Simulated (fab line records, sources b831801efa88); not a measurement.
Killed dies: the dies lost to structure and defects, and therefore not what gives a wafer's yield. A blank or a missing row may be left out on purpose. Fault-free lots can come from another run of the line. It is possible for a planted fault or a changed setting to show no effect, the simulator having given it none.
A lot that was struck, set against a sound lot + flow sky130 + 17 steps out of a route of 708
Sound: the wafers L376.1, L376.3, L376.5. Struck: wafer L385.6 (L385.2, L385.5, from the same lot, were not struck and are left out); the cause is given at the end.
For every step that has rows: the tool of each side, followed by ch and its chambers, followed by its first start. Under that, the readings that differ: sound wafers + struck wafers + difference of the means + sigmas: that difference in standard deviations of wafers without a fault.
alike: same words and numbers on both sides, and readings whose means sit less than 2 such deviations apart. not compared: any withheld reading, any reading some wafer has no value for, any bound like >300 that may hide the same value, and any number with overlapping values for which the record gives no deviation.
The two part at a step that has a row with sigmas, a row that says differs or no value, or rows on one side only. Numbers that have no deviation but don't overlap get no sigmas and don't part them. A reading that every wafer of one side lacks parts them only if that side has two wafers or more.

first, 3 steps without rows for these wafers: SKY_VIA1_EXPOSE_09 (exposes mask VIM, target cd 150 nm); SKY_VIA1_PEB_10; SKY_VIA1_DEVELOP_11 (develop time 60 s).
SKY_VIA1_CD_MEAS_12: target cd 150 nm.
  struck on cdSem-02, day 38 15:50; sound on cdSem-02, day 35 18:25
  alike: cdNm
SKY_VIA1_OVL_MEAS_13:
  struck on overlay-01, day 38 15:57; sound on overlay-01, day 35 18:32
  alike: VIA1_OVL
SKY_VIA1_ETCH_14: etches BARC in N2/H2, stops on SiO2, time 45.9 s, target depth 60 nm.
  sound on rieDiel-03 ch 0,1,3, day 35 18:34; struck on rieDiel-01 ch 2, day 38 15:59
  alike: drypumpMotorCurrentA, oesProductAu, throttleValvePct
  not compared: rfHoursCounterH
SKY_VIA1_ETCH_15: etches SiO2 in C4F8/O2/Ar, stops on TiN, target depth 351 nm, time 54 s.
  sound on rieDiel-03 ch 0,1,3, day 35 18:36; struck on rieDiel-01 ch 2, day 38 16:01
  alike: oesProductAu
  not compared: rfHoursCounterH
SKY_VIA1_STRIP_16: strips in O2/N2.
  sound on plasmaAsher-01 ch 0,1, day 35 18:39; struck on plasmaAsher-02 ch 1, day 38 16:04
  alike: drypumpMotorCurrentA, o2FlowSccm, oesProductAu, stripTimeToEndpointS
  not compared: rfHoursCounterH
then, 3 steps without rows for these wafers: SKY_VIA1_STRIP_17 (strips in post etch residue remover, time 1200 s); SKY_VIA1_CLEAN_18 (cleans in IPA, time 180 s); SKY_VIA1_CLEAN_19 (cleans in O3/DIW).
SKY_VIA1_SPUTTER_20: material TiN, target thk 20 nm, time 80 s.
  struck on pvdSputter-04, day 38 16:40; sound on pvdSputter-01, day 35 19:15
  alike: cathodeDcPowerW, chamberPressurePa, throttleValvePct
SKY_VIA1_CVD_21: deposits W, target thk 270 nm, time 80.902 s.
  sound on cvdW-01 ch 0,1, day 35 19:19; struck on cvdW-01 ch 1, day 38 16:44
| reading                           | sound             | struck | difference | sigmas |
|-----------------------------------|-------------------|--------|------------|--------|
| model.W_of_VIA1_CVD_21.thkNm (nm) | 269.5 271.3 271.5 | 244.4  | -26.4      |        |
  alike: heaterPowerOuterW, heaterPowerW
  not compared: sinceWetCleanH
SKY_VIA1_RS_MEAS_22: measures by four-point-probe.
  struck on filmMetro-01, day 38 16:50; sound on filmMetro-02, day 35 19:24
| reading            | sound             | struck | difference | sigmas |
|--------------------|-------------------|--------|------------|--------|
| VIA1_W_RS (ohm/sq) | 0.427 0.424 0.423 | 0.472  | +0.047     | +8     |
SKY_VIA1_THK_MEAS_23: measures by xrf.
  struck on filmMetro-01, day 38 16:57; sound on filmMetro-02, day 35 19:31
| reading         | sound       | struck | difference | sigmas |
|-----------------|-------------|--------|------------|--------|
| VIA1_W_THK (nm) | 273 275 274 | 247    | -27        | -6     |
SKY_VIA1_CMP_24: polishes, stops on SiO2, t overpolish 15 s, target thk 0 nm.
  sound on cmp-01 ch 0,3, day 35 19:35; struck on cmp-02 ch 2, day 38 17:03
  alike: motorCurrentA
-- the record jumps here: 11 days lie between the struck wafers' starts before and after (it left off in module VIA1 and takes up again in module PAD_OPEN, whose first step shown is number 708 of the route) --
SKY_PAD_OPEN_PROBE_99:
  struck on prober-01, day 49 09:55; sound on prober-02, day 47 05:33
| reading     | sound    | struck | difference | sigmas |
|-------------|----------|--------|------------|--------|
| killedOnRim | 14 17 16 | 24     | +8         | +2     |
  alike: defectLimitedYield, killed_at_M0_to_M3, killed_at_M4_up, killedAtContacts, killedAtFrontEnd, killedAtOther, killedDies, killedOpen, killedShort, sort_bin_3_pad_short, sort_bin_5_function, sort_bin_6_memory, sortNPass, sortYieldPct

== WHERE THEY PART ==
Earliest at SKY_VIA1_RS_MEAS_22; latest, in this record, at SKY_PAD_OPEN_PROBE_99.

WHY: whatever the simulator had introduced
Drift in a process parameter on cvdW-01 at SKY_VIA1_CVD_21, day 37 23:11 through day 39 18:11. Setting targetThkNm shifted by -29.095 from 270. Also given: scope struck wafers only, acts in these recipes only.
